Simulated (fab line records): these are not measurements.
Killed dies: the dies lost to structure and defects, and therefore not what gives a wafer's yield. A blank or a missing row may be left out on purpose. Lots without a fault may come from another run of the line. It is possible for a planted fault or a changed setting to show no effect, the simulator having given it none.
fab line records -- flow sfqLine
[record] lots = 5, wafers = 15, lastDay = 87
route steps=325 shown INCOMING@1 L0@3 L0V@16 M0@28 M8@325
lots that met no fault: taken from a fault-free run of the same line
startH: start of the lot's first displayed wafer, in hours after the record's first day -- waitH: hours elapsed since this lot's preceding step -- " the same as in the row above -- L1.1+2: several wafers, shown together as one row -- - no value, or no start was given -- * or withheld: withheld -- < > ~ a bound
route shown NAME@n: names a module that has steps shown in the file, with the first one's number in the route -- usual: mean/standard deviation taken from wafers without a fault -- same: alike in all rows -- chamber/n: place in a boat -- sites: each site's reading -- _std_site: how widely they spread, as a standard deviation -- _edge_site: outer sites' mean less inner sites' -- radiusMm: for every site, how far away it sits from the centre of the wafer -- mask NAME#n: copy n -- behind: the most recent tool/chamber to have shaped the wafer -- hold: why the lot went on hold/how many hours it stayed there/how the hold came to an end -- device: the transistor (n, p or np) that didn't switch -- end of line: the route-end tests of the same wafers -- a step with no rows: only its recipe -- killed: dies lost to structure and defects at the first sort, not the wafer's yield -- map: dies across one wafer; x = killed, . = not, _ = none there
set.NAME: the setting that was run; set.NAME@STEP: the one run at that earlier step -- model.NAME: the simulator's own value behind a step, which no gauge read
lots seen at some steps along the route; tables by step, rows by wafer
services: when a tool's chamber went out of use (startH, in hours from the record's first day, below 0 if earlier), for how many hours, and the reason
[[steps]]
[step SFQ_INCOMING_BOW_MEAS_900]
[recipe] mode = bow
[usual] INCOMING_BOW = 1/5.7
lot.wafer,tool,chamber,startH,waitH,INCOMING_BOW[um]
L739.2,filmMetro-02,-,10.02,-,7
L739.3,filmMetro-02,-,10.02,-,-4
L739.6,filmMetro-02,-,10.02,-,10
L745.2,filmMetro-02,-,40.02,-,7
L745.4,filmMetro-02,-,40.02,-,0
L745.6,filmMetro-02,-,40.02,-,-1
L752.4,filmMetro-03,-,75.06,-,-2
L752.5,filmMetro-03,-,75.06,-,9
L752.6,filmMetro-03,-,75.06,-,9
L753.1,filmMetro-03,-,80.00,-,-5
L753.2,filmMetro-03,-,80.00,-,4
L753.4,filmMetro-03,-,80.00,-,6
L761.3,filmMetro-02,-,120.04,-,-5
L761.5,filmMetro-02,-,120.04,-,5
L761.6,filmMetro-02,-,120.04,-,3
[step SFQ_TRILAYER_INCOMING_OXIDATION_002]
[recipe] tempC = 1000, ambient = H2O, targetThkA = 5000, pH2oTorr = 720, oxTimeS = 4939
[step SFQ_TRILAYER_L0_DEP_SPUTTER_003]
[recipe] material = MoNx_KI, basePressurePa = 1.33e-06, targetThkNm = 40, powerW = 800, timeS = 100, chamberPressurePa = 0.4
[usual] throttleValvePct = 29.5/0.86
lot.wafer,tool,chamber,startH,waitH,throttleValvePct,model.MoNx_KI_of_TRILAYER_L0_DEP_SPUTTER_003.thkNm
L739.2,pvdSputter-05,-,12.49,0.0,28.2,39.8
L739.3,pvdSputter-05,-,12.49,0.0,29.5,40.07
L739.6,pvdSputter-05,-,12.49,0.0,29.3,39.63
L745.2,pvdSputter-04,-,42.49,0.0,30.6,40.56
L745.4,pvdSputter-04,-,42.49,0.0,29.1,39.8
L745.6,pvdSputter-04,-,42.49,0.0,29.6,39.77
L752.4,pvdSputter-03,-,77.49,0.0,29.1,40.94
L752.5,pvdSputter-03,-,77.49,0.0,30.4,40.05
L752.6,pvdSputter-03,-,77.49,0.0,30.0,40.68
L753.1,pvdSputter-04,-,82.49,0.0,30.8,40.35
L753.2,pvdSputter-04,-,82.49,0.0,29.5,40.05
L753.4,pvdSputter-04,-,82.49,0.0,29.3,13.5
L761.3,pvdSputter-03,-,122.49,0.0,28.9,40.89
L761.5,pvdSputter-03,-,122.49,0.0,29.1,40.1
L761.6,pvdSputter-03,-,122.49,0.0,30.4,40.31
[step SFQ_L0_RS_MEAS_901]
[recipe] thkMeasGauge = four-point-probe, reads = MoNx_KI_of_TRILAYER_L0_DEP_SPUTTER_003
[usual] L0_MONX_KI_RS = 43.3/0.46
lot.wafer,tool,chamber,startH,waitH,hold,L0_MONX_KI_RS[ohm/sq]
L739.2,filmMetro-02,-,12.58,0.1,-,43.7
L739.3,filmMetro-02,-,12.58,0.1,-,43.3
L739.6,filmMetro-02,-,12.58,0.1,-,43.9
L745.2,filmMetro-04,-,42.58,0.1,-,42.8
L745.4,filmMetro-04,-,42.58,0.1,-,43.6
L745.6,filmMetro-04,-,42.58,0.1,-,43.7
L752.4,filmMetro-02,-,77.62,0.1,-,42.5
L752.5,filmMetro-02,-,77.62,0.1,-,43.5
L752.6,filmMetro-02,-,77.62,0.1,-,42.8
L753.1,filmMetro-03,-,82.65,0.1,awaitDispo/0.2h/release,43.1
L753.2,filmMetro-03,-,82.65,0.1,awaitDispo/0.2h/release,43.4
L753.4,filmMetro-03,-,82.65,0.1,awaitDispo/0.2h/release,128.6
L753.1,filmMetro-03,-,82.94,0.3,-,43.0
L753.2,filmMetro-03,-,82.94,0.3,-,43.4
L753.4,filmMetro-03,-,82.94,0.3,-,128.9
L761.3,filmMetro-03,-,122.60,0.1,-,42.5
L761.5,filmMetro-03,-,122.60,0.1,-,43.3
L761.6,filmMetro-03,-,122.60,0.1,-,43.1
[step SFQ_L0_THK_MEAS_902]
[recipe] thkMeasGauge = xrf, reads = MoNx_KI_of_TRILAYER_L0_DEP_SPUTTER_003
[usual] L0_MONX_KI_THK = 40.4/0.48
lot.wafer,tool,chamber,startH,waitH,hold,L0_MONX_KI_THK[nm]
L739.2,filmMetro-02,-,12.69,0.1,-,39.9
L739.3,filmMetro-02,-,12.69,0.1,-,40.0
L739.6,filmMetro-02,-,12.69,0.1,-,39.6
L745.2,filmMetro-04,-,42.69,0.1,-,41.0
L745.4,filmMetro-04,-,42.69,0.1,-,40.2
L745.6,filmMetro-04,-,42.69,0.1,-,40.1
L752.4,filmMetro-02,-,77.71,0.1,-,40.9
L752.5,filmMetro-02,-,77.71,0.1,-,40.3
L752.6,filmMetro-02,-,77.71,0.1,-,40.9
L753.1,filmMetro-03,-,85.21,2.2,awaitDispo/0.2h/release,40.6
L753.2,filmMetro-03,-,85.21,2.2,awaitDispo/0.2h/release,40.2
L753.4,filmMetro-03,-,85.21,2.2,awaitDispo/0.2h/release,13.6
L753.1,filmMetro-03,-,85.43,0.2,-,40.5
L753.2,filmMetro-03,-,85.43,0.2,-,40.4
L753.4,filmMetro-03,-,85.43,0.2,-,13.6
L761.3,filmMetro-03,-,122.70,0.1,-,41.2
L761.5,filmMetro-03,-,122.70,0.1,-,40.3
L761.6,filmMetro-03,-,122.70,0.1,-,40.8
[step SFQ_TRILAYER_L0_LITHO_COAT_005]
[recipe] resist = KrF, spinRpm = 3000, resistThkNm = 600
[step SFQ_TRILAYER_L0_LITHO_SOFTBAKE_009]
[recipe] tempC = withheld, timeS = withheld, resist = KrF
[step SFQ_TRILAYER_L0_LITHO_EXPOSE_006]
[recipe] maskId = L0, na = 0.6, sourceShape = conventional, sigmaOuter = 0.65, targetCdNm = 2000, doseMj = 14.4
[step SFQ_TRILAYER_L0_LITHO_PEB_008]
[recipe] pebTempC = 115, pebTimeS = 60, resist = KrF
[step SFQ_TRILAYER_L0_LITHO_DEVELOP_007]
[recipe] timeS = 60, resist = KrF
[step SFQ_TRILAYER_L0_BARC_OPEN_METAL_ETCH_010]
[recipe] maskMaterial = PR, chemistry = O2, targetDepthNm = 125, target = BARC, icpW = 600, biasW = 80, pressureMtorr = 10, timeS = 41.7
[step SFQ_TRILAYER_L0_ETCH_METAL_ETCH_008]
[recipe] target = MoNx_KI, stopOn = SiO2, maskMaterial = PR, chemistry = SF6/O2, targetDepthNm = 50, icpW = 600, biasW = 80, pressureMtorr = 10, timeS = 25
[usual] chamberPressureMTorr = 9.999/0.0084, drypumpMotorCurrentA = 5.90/0.29, oesProductAu = 0.875/0.0073
lot.wafer,tool,chamber,startH,waitH,chamberPressureMTorr,drypumpMotorCurrentA,oesProductAu,rfHoursCounterH
L739.2,rieMetal-01,0,81.57,0.0,9.997,5.59,0.861,103
L739.3,rieMetal-01,0,81.57,0.0,9.999,5.59,0.870,-
L739.6,rieMetal-01,1,81.57,0.0,10.007,5.63,0.867,-
L745.2,rieMetal-04,0,118.27,0.0,10.011,5.78,0.882,36
L745.4,rieMetal-04,0,118.27,0.0,9.999,5.79,0.873,-
L745.6,rieMetal-04,0,118.27,0.0,9.998,5.78,0.872,-
L752.4,rieMetal-01,1,150.53,0.0,9.998,5.61,0.894,-
L752.5,rieMetal-01,0,150.53,0.0,10.002,5.58,0.873,-
L752.6,rieMetal-01,1,150.53,0.0,10.007,5.62,0.887,-
L753.1,rieMetal-03,0,157.71,0.0,9.999,6.44,0.883,96
L753.2,rieMetal-03,1,157.71,0.0,10.003,6.01,0.876,20
L753.4,rieMetal-03,1,157.71,0.0,9.994,6.01,0.545,-
L761.3,rieMetal-01,1,219.76,0.0,10.019,5.60,0.882,-
L761.5,rieMetal-01,0,219.76,0.0,10.006,5.56,0.874,-
L761.6,rieMetal-01,1,219.76,0.0,9.995,5.59,0.879,-
[step SFQ_TRILAYER_L0_STRIP_STRIP_009]
[recipe] gas = O2, powerW = 200, platenTempC = 40, overashFraction = 0.65, chemistry = O2, pressureMtorr = 50
[usual] chamberPressureMTorr = 50.00/0.045, drypumpMotorCurrentA = 5.90/0.29, oesProductAu = 1.000/0.0075
[same] overashFraction = 0.65
lot.wafer,tool,chamber,startH,waitH,chamberPressureMTorr,drypumpMotorCurrentA,oesProductAu,rfHoursCounterH
L739.2,rieMetal-01,0,81.61,0.0,49.92,5.59,0.986,103
L739.3,rieMetal-01,0,81.61,0.0,50.01,5.59,0.985,-
L739.6,rieMetal-01,1,81.61,0.0,49.96,5.61,0.996,-
L745.2,rieMetal-04,0,118.32,0.0,50.05,5.79,0.988,36
L745.4,rieMetal-04,0,118.32,0.0,49.99,5.79,0.984,-
L745.6,rieMetal-04,0,118.32,0.0,50.00,5.80,0.985,-
L752.4,rieMetal-01,1,150.76,0.2,50.01,5.61,1.012,-
L752.5,rieMetal-01,0,150.76,0.2,49.98,5.59,1.004,-
L752.6,rieMetal-01,1,150.76,0.2,50.02,5.59,1.007,-
L753.1,rieMetal-03,0,157.76,0.0,49.97,6.45,0.992,96
L753.2,rieMetal-03,1,157.76,0.0,49.94,6.01,1.004,20
L753.4,rieMetal-03,1,157.76,0.0,49.95,6.01,0.992,-
L761.3,rieMetal-01,1,219.99,0.2,50.05,5.61,0.993,-
L761.5,rieMetal-01,0,219.99,0.2,50.00,5.57,0.991,-
L761.6,rieMetal-01,1,219.99,0.2,50.03,5.59,0.997,-
[step SFQ_TRILAYER_L0_STRIP_SOLV_CLEAN_010]
[recipe] chemistry = NMP, tempC = 70, timeS = 600
[step SFQ_TRILAYER_L0_CAP_PECVD_011]
[recipe] material = SiO2, tempC = 150, timeS = 13.333, pressureTorr = 2.4, rfW = 183.3, precursor = SiH4/N2O, targetThkNm = 60
[usual] heaterPowerW = 77/12, throttleValvePct = 26.4/2.7
lot.wafer,tool,chamber,startH,waitH,heaterPowerW,throttleValvePct
L739.2,pecvd-01,1,82.39,0.0,95,24.0
L739.3,pecvd-01,2,82.39,0.0,75,24.1
L739.6,pecvd-01,2,82.39,0.0,73,24.1
L745.2,pecvd-03,1,119.09,0.0,63,25.8
L745.4,pecvd-03,1,119.09,0.0,65,25.8
L745.6,pecvd-03,2,119.09,0.0,70,31.5
L752.4,pecvd-01,2,151.38,0.0,74,24.3
L752.5,pecvd-01,1,151.38,0.0,77,24.3
L752.6,pecvd-01,0,151.38,0.0,99,25.1
L753.1,pecvd-03,1,158.53,0.0,76,26.2
L753.2,pecvd-03,0,158.53,0.0,87,29.0
L753.4,pecvd-03,2,158.53,0.0,61,31.6
L761.3,pecvd-01,2,220.58,0.0,68,24.4
L761.5,pecvd-01,2,220.58,0.0,67,24.3
L761.6,pecvd-01,0,220.58,0.0,95,25.4
[step SFQ_TRILAYER_L0_VIA_LITHO_COAT_018]
[recipe] resist = BARC, spinRpm = 3000, resistThkNm = 62
[step SFQ_TRILAYER_L0_VIA_LITHO_COAT_013]
[recipe] resist = KrF, spinRpm = 3000, resistThkNm = 650
[step SFQ_TRILAYER_L0_VIA_LITHO_SOFTBAKE_017]
[recipe] tempC = withheld, timeS = withheld, resist = KrF
[step SFQ_TRILAYER_L0_VIA_LITHO_EXPOSE_014]
[recipe] maskId = L0V, na = 0.6, sourceShape = conventional, sigmaOuter = 0.65, targetCdNm = 700, doseMj = 21.3
[step SFQ_TRILAYER_L0_VIA_LITHO_PEB_016]
[recipe] pebTempC = 115, pebTimeS = 60, resist = KrF
[step SFQ_TRILAYER_L0_VIA_LITHO_DEVELOP_015]
[recipe] timeS = 60, resist = KrF
[step SFQ_L0V_OVL_MEAS_903]
[usual] L0V_OVL = -2/4.3
lot.wafer,tool,chamber,startH,waitH,L0V_OVL[nm]
L739.2,overlay-02,-,156.46,0.1,-1
L739.3,overlay-02,-,156.46,0.1,1
L739.6,overlay-02,-,156.46,0.1,-2
L745.2,overlay-01,-,211.37,0.1,6
L745.4,overlay-01,-,211.37,0.1,5
L745.6,overlay-01,-,211.37,0.1,1
L752.4,overlay-02,-,258.10,0.1,-5
L752.5,overlay-02,-,258.10,0.1,-1
L752.6,overlay-02,-,258.10,0.1,-3
L753.1,overlay-01,-,266.48,0.1,-2
L753.2,overlay-01,-,266.48,0.1,-8
L753.4,overlay-01,-,266.48,0.1,0
L761.3,overlay-02,-,333.31,0.1,1
L761.5,overlay-02,-,333.31,0.1,-6
L761.6,overlay-02,-,333.31,0.1,-2
[step SFQ_TRILAYER_L0_VIA_BARC_OPEN_VIA_ETCH_021]
[recipe] maskMaterial = PR, chemistry = O2, targetDepthNm = 125, target = BARC, sourceW = 500, biasW = 80, pressureMtorr = 30, timeS = 41.7
[step SFQ_TRILAYER_L0_VIA_ETCH_VIA_ETCH_016]
[recipe] target = SiO2, stopOn = MoNx_KI, maskMaterial = PR, chemistry = CHF3, targetDepthNm = 80, sourceW = 500, biasW = 80, pressureMtorr = 30, timeS = withheld
[usual] chamberPressureMTorr = 29.999/0.027, drypumpMotorCurrentA = 5.9/0.71, oesProductAu = 0.840/0.007
lot.wafer,tool,chamber,startH,waitH,chamberPressureMTorr,drypumpMotorCurrentA,oesProductAu
L739.2,rieDiel-01,3,156.53,0.0,30.011,6.7,0.845
L739.3,rieDiel-01,2,156.53,0.0,29.977,6.7,0.834
L739.6,rieDiel-01,0,156.53,0.0,29.961,5.3,0.850
L745.2,rieDiel-04,0,211.44,0.0,30.032,5.4,0.840
L745.4,rieDiel-04,3,211.44,0.0,30.009,6.6,0.842
L745.6,rieDiel-04,1,211.44,0.0,30.024,5.3,0.846
L752.4,rieDiel-01,1,258.16,0.0,30.006,4.8,0.840
L752.5,rieDiel-01,1,258.16,0.0,30.001,4.8,0.838
L752.6,rieDiel-01,0,258.16,0.0,29.965,5.3,0.838
L753.1,rieDiel-03,3,266.56,0.0,29.968,5.9,0.828
L753.2,rieDiel-03,1,266.56,0.0,30.018,6.5,0.845
L753.4,rieDiel-03,3,266.56,0.0,29.990,5.9,0.846
L761.3,rieDiel-04,2,333.37,0.0,29.987,5.5,0.835
L761.5,rieDiel-04,0,333.37,0.0,29.960,5.3,0.840
L761.6,rieDiel-04,3,333.37,0.0,30.013,6.7,0.843
[step SFQ_TRILAYER_L0_VIA_STRIP_STRIP_017]
[recipe] gas = O2, powerW = 200, platenTempC = 40, overashFraction = 0.65, chemistry = O2, pressureMtorr = 50
[usual] chamberPressureMTorr = 50.00/0.045, drypumpMotorCurrentA = 5.85/0.3, oesProductAu = 1.005/0.011
[same] overashFraction = 0.65
lot.wafer,tool,chamber,startH,waitH,chamberPressureMTorr,drypumpMotorCurrentA,oesProductAu,rfHoursCounterH
L739.2,rieMetal-02,0,156.57,-,49.93,5.71,1.012,62
L739.3,rieMetal-02,1,156.57,-,50.02,5.37,1.022,-
L739.6,rieMetal-02,0,156.57,-,50.02,5.67,1.024,-
L745.2,rieMetal-04,1,211.49,-,49.97,5.94,1.008,39
L745.4,rieMetal-04,0,211.49,-,50.05,5.79,0.998,-
L745.6,rieMetal-04,1,211.49,-,50.00,5.94,1.007,-
L752.4,rieMetal-03,0,258.40,-,49.98,6.50,0.994,-
L752.5,rieMetal-03,1,258.40,-,49.95,6.01,0.995,-
L752.6,rieMetal-03,0,258.40,-,50.05,6.42,1.002,-
L753.1,rieMetal-03,0,266.60,-,50.03,6.48,1.004,113
L753.2,rieMetal-03,1,266.60,-,50.02,6.01,0.991,37
L753.4,rieMetal-03,0,266.60,-,50.01,6.50,1.004,-
L761.3,rieMetal-02,0,333.82,-,50.08,5.74,1.012,-
L761.5,rieMetal-02,0,333.82,-,50.00,5.70,1.014,-
L761.6,rieMetal-02,0,333.82,-,49.99,5.68,1.019,-
[step SFQ_TRILAYER_L0_VIA_STRIP_SOLV_CLEAN_018]
[recipe] chemistry = NMP, tempC = 70, timeS = 600
[step SFQ_TRILAYER_M0_DEP_PRE_CLEAN_020]
[recipe] gas = Ar, timeS = 15, biasV = 250
[step SFQ_TRILAYER_M0_DEP_SPUTTER_019]
[recipe] material = Nb, basePressurePa = 1.33e-06, chamberPressurePa = 0.1333, substrateTempC = 20, resputterCathodeVoltageV = 400, targetThkNm = 200, powerW = 2000, timeS = 133.3
[usual] throttleValvePct = 30.0/1
lot.wafer,tool,chamber,startH,waitH,throttleValvePct
L739.2,pvdSputter-04,-,157.39,0.0,30.8
L739.3,pvdSputter-04,-,157.39,0.0,27.5
L739.6,pvdSputter-04,-,157.39,0.0,27.3
L745.2,pvdSputter-05,-,212.29,0.0,29.5
L745.4,pvdSputter-05,-,212.29,0.0,30.4
L745.6,pvdSputter-05,-,212.29,0.0,29.3
L752.4,pvdSputter-05,-,259.00,0.0,28.6
L752.5,pvdSputter-05,-,259.00,0.0,28.7
L752.6,pvdSputter-05,-,259.00,0.0,30.1
L753.1,pvdSputter-06,-,267.40,0.0,30.4
L753.2,pvdSputter-06,-,267.40,0.0,31.1
L753.4,pvdSputter-06,-,267.40,0.0,31.0
L761.3,pvdSputter-06,-,334.82,0.0,30.7
L761.5,pvdSputter-06,-,334.82,0.0,30.4
L761.6,pvdSputter-06,-,334.82,0.0,31.0
[step SFQ_M0_RS_MEAS_904]
[recipe] thkMeasGauge = four-point-probe, reads = Nb_of_TRILAYER_M0_DEP_SPUTTER_019
[usual] M0_NB_RS = 0.880/0.0096
lot.wafer,tool,chamber,startH,waitH,M0_NB_RS[ohm/sq]
L739.2,filmMetro-04,-,157.50,0.1,0.898
L739.3,filmMetro-04,-,157.50,0.1,0.882
L739.6,filmMetro-04,-,157.50,0.1,0.879
L745.2,filmMetro-04,-,212.40,0.1,0.873
L745.4,filmMetro-04,-,212.40,0.1,0.868
L745.6,filmMetro-04,-,212.40,0.1,0.870
L752.4,filmMetro-04,-,259.15,0.1,0.864
L752.5,filmMetro-04,-,259.15,0.1,0.858
L752.6,filmMetro-04,-,259.15,0.1,0.873
L753.1,filmMetro-03,-,267.49,0.0,0.877
L753.2,filmMetro-03,-,267.49,0.0,0.867
L753.4,filmMetro-03,-,267.49,0.0,0.877
L761.3,filmMetro-04,-,334.95,0.1,0.882
L761.5,filmMetro-04,-,334.95,0.1,0.886
L761.6,filmMetro-04,-,334.95,0.1,0.881
[step SFQ_TRILAYER_M0_LITHO_COAT_026]
[recipe] resist = BARC, spinRpm = 3000, resistThkNm = 62
[step SFQ_M8_BOW_MEAS_951]
[recipe] mode = bow
[usual] M8_BOW = 9/7.9
lot.wafer,tool,chamber,startH,waitH,M8_BOW[um],model.etest.l0v.linkOhm,model.etest.l0.ohmSq,model.etest.l0.ohmUm
L739.2,filmMetro-04,-,1928.48,0.0,1,44.57,43.65,21.81
L739.3,filmMetro-04,-,1928.48,0.0,-11,44.27,43.36,21.65
L739.6,filmMetro-04,-,1928.48,0.0,2,44.74,43.84,21.93
L745.2,filmMetro-02,-,2018.94,0.0,18,43.74,42.83,21.42
L745.4,filmMetro-02,-,2018.94,0.0,11,44.54,43.65,21.82
L745.6,filmMetro-02,-,2018.94,0.0,10,44.58,43.68,21.86
L752.4,filmMetro-02,-,2028.13,0.1,10,43.32,42.43,21.26
L752.5,filmMetro-02,-,2028.13,0.1,20,44.26,43.38,21.73
L752.6,filmMetro-02,-,2028.13,0.1,21,43.6,42.7,21.39
L753.1,filmMetro-04,-,2035.27,0.0,6,43.95,43.05,21.51
L753.2,filmMetro-04,-,2035.27,0.0,16,44.27,43.37,21.69
L753.4,filmMetro-04,-,2035.27,0.0,17,129.6,128.7,64.29
L761.3,filmMetro-02,-,2095.16,0.0,1,43.39,42.48,21.25
L761.5,filmMetro-02,-,2095.16,0.0,11,44.23,43.32,21.63
L761.6,filmMetro-02,-,2095.16,0.0,8,44,43.09,21.55
[[services]]
tool,chamber,startH,hours,kind
rieMetal-04,1,-11.16,17.0,repair
rieDiel-01,3,-8.11,8.7,repair
rieMetal-04,0,-5.30,6.1,repair
pvdSputter-05,-,0.22,10.0,repair
pecvd-01,0,14.70,4.8,repair
rieDiel-04,1,15.10,3.6,repair
pvdSputter-05,-,15.90,2.5,repair
pecvd-03,-,16.06,3.0,repair
rieMetal-02,1,23.49,7.5,repair
pecvd-01,2,27.15,47.9,repair
pecvd-01,-,48.38,1.0,repair
pvdSputter-03,-,48.47,1.9,repair
pvdSputter-05,-,104.57,5.1,repair
pvdSputter-04,-,172.52,4.8,repair
pvdSputter-04,-,182.04,3.3,repair
pvdSputter-04,-,196.85,56.1,repair
pvdSputter-04,-,198.15,4.5,repair
pvdSputter-04,-,198.71,1.7,repair
pecvd-01,-,243.56,8.5,repair
rieMetal-03,-,243.90,2.8,pm
rieMetal-04,-,245.40,15.6,pm
rieMetal-01,-,247.88,2.8,pm
pvdSputter-04,-,265.13,2.6,repair
pvdSputter-04,-,329.30,8.8,repair
[[key]]
[firstSign] step = SFQ_L0_RS_MEAS_901, reading = visit, direction = added
[effect] step = SFQ_L0_RS_MEAS_901, reading = L0_MONX_KI_RS, direction = up, sigmas = 99+, usual = 43.3, struck = 128.6
[effect] step = SFQ_L0_THK_MEAS_902, reading = visit, direction = added
[effect] step = SFQ_L0_THK_MEAS_902, reading = L0_MONX_KI_THK, direction = down, sigmas = 56, usual = 40.4, struck = 13.6
[effect] step = SFQ_TRILAYER_L0_ETCH_METAL_ETCH_008, reading = oesProductAu, direction = down, sigmas = 46, usual = 0.875, struck = 0.545
[modelEffect] step = SFQ_TRILAYER_L0_DEP_SPUTTER_003, value = MoNx_KI_of_TRILAYER_L0_DEP_SPUTTER_003.thkNm, without = 40.09, struck = 13.5
[modelEffect] step = SFQ_M8_BOW_MEAS_951, value = etest.l0v.linkOhm, without = 44.24, struck = 129.6
metAt SFQ_TRILAYER_L0_DEP_SPUTTER_003
struckWafers L753.4
onsetBetween 42.49 82.49
[fault] kind = processParameterDrift, tool = pvdSputter-04, chamber = -, onsetH = 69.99, steps = SFQ_TRILAYER_L0_DEP_SPUTTER_003, channel = targetThkNm, offset = -26.584, shape = step, endH = 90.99, scope = struckWafersOnly, actsIn = theseRecipesOnly, stated = 40
